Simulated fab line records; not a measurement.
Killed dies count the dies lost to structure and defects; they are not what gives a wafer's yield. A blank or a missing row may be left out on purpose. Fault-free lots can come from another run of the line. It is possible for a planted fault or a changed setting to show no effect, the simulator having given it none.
A lot that was struck, set against a sound lot | flow sky130 | 15 out of 708 route steps
Sound: these wafers, L158.2, L158.3, L158.4. Wafers struck: L176.1, L176.2, L176.6. The cause is given at the end.
At each step with rows: each side's tool, then ch and its chambers, then its first start. Under that, the readings that differ: sound wafers | struck wafers | difference of the means | sigmas: that difference in standard deviations of wafers without a fault.
alike: a reading whose means differ by less than 2 such deviations, as well as words and numbers matching on both sides. not compared: withheld readings; readings where some wafer has no value; bounds like >300 that might hide an equal value; numbers whose values overlap and for which the record gives no deviation.
A row with sigmas, a row that says differs or no value, or rows on one side alone: a step with any of these is where the two part. Numbers that have no deviation but don't overlap get no sigmas and don't part them. A reading missing from all wafers of one side parts the sides only when that side holds two or more wafers.

SKY_VIA2_CMP_02: polishes SiO2.
  sound on cmp-02 ch 0,2,3, day 35 09:35; struck on cmp-01 ch 0,1,2, day 41 12:58
  alike: head pressure psi, motor current A
SKY_VIA2_BOW_MEAS_03:
  sound on film metro-01 at day 35 09:54; struck on film metro-01 at day 41 13:16
  alike: VIA2_BOW
then, 8 steps without rows for these wafers: SKY_VIA2_DEHYDRATE_04 (time 60 s); SKY_VIA2_HMDS_05 (prime time 60 s); SKY_VIA2_COAT_06 (resist thk 60 nm); SKY_VIA2_COAT_07 (resist thk 450 nm); SKY_VIA2_SOFTBAKE_08 (time 90 s); SKY_VIA2_EXPOSE_09 (exposes mask VIM2, target cd 200 nm); SKY_VIA2_PEB_10; SKY_VIA2_DEVELOP_11 (develop time 60 s).
SKY_VIA2_CD_MEAS_12 targets a cd of 200 nm.
  sound on cd sem-02 at day 36 10:43; struck on cd sem-01 at day 42 13:11
  reading    | sound             | struck            | difference | sigmas
  cd nm (nm) | 201.4 201.1 202.4 | 196.7 198.7 197.7 | -3.9       | -3
SKY_VIA2_OVL_MEAS_13:
  sound on overlay-01 at day 36 10:50; struck on overlay-01 at day 42 13:19
  alike: VIA2_OVL
SKY_VIA2_ETCH_14: etches BARC in N2/H2, stops on SiO2, time 45.9 s, target depth 60 nm.
  sound on rie diel-03 ch 0,2,3, day 36 10:52; struck on rie diel-01 ch 1,2,3, day 42 13:21
  reading                                     | sound            | struck            | difference | sigmas
  bias w (W)                                  | 99.4 100.1 100.3 | 77.0 77.3 77.1    | -22.8      | -76
  drypump motor current A (A)                 | 5.1 5.2 5.3      | 5.6 6.6 6.4       | +1.0       | +2
  model.KrF-thick_of_VIA2_COAT_07.thk nm (nm) | 392.5 389 391.3  | 395.2 394.3 396.4 | +4.4       |
  alike: oes product au, throttle valve pct
  not compared: rf hours counter h
SKY_VIA2_ETCH_15: etches SiO2 in C4F8/O2/Ar, stops on TiN, target depth 546 nm, time 84 s.
  sound on rie diel-03 ch 0,2,3, day 36 10:54; struck on rie diel-01 ch 1,2,3, day 42 13:23
  alike: bias w, oes product au
  not compared: rf hours counter h
-- the record jumps here: 8 days lie between the struck wafers' starts before and after (it left off in module VIA2 and takes up again in module PAD_OPEN, whose first step shown is number 708 of the route) --
SKY_PAD_OPEN_PROBE_99:
  sound on prober-02 at day 45 22:49; struck on prober-02 at day 50 11:55
  alike: defect limited yield, killed_at_M0_to_M3, killed_at_M4_up, killed at contacts, killed at front end, killed at other, killed dies, killed on rim, killed open, killed short, sort_bin_3_pad_short, sort_bin_5_function, sort_bin_6_memory, sort n pass, sort yield pct

== WHERE THEY PART ==
At SKY_VIA2_CD_MEAS_12 first; at SKY_VIA2_ETCH_14 last (within this record only). Later steps at which nothing parts them and some readings are alike: SKY_VIA2_ETCH_15, SKY_PAD_OPEN_PROBE_99.

WHY: what had been put in by the simulator
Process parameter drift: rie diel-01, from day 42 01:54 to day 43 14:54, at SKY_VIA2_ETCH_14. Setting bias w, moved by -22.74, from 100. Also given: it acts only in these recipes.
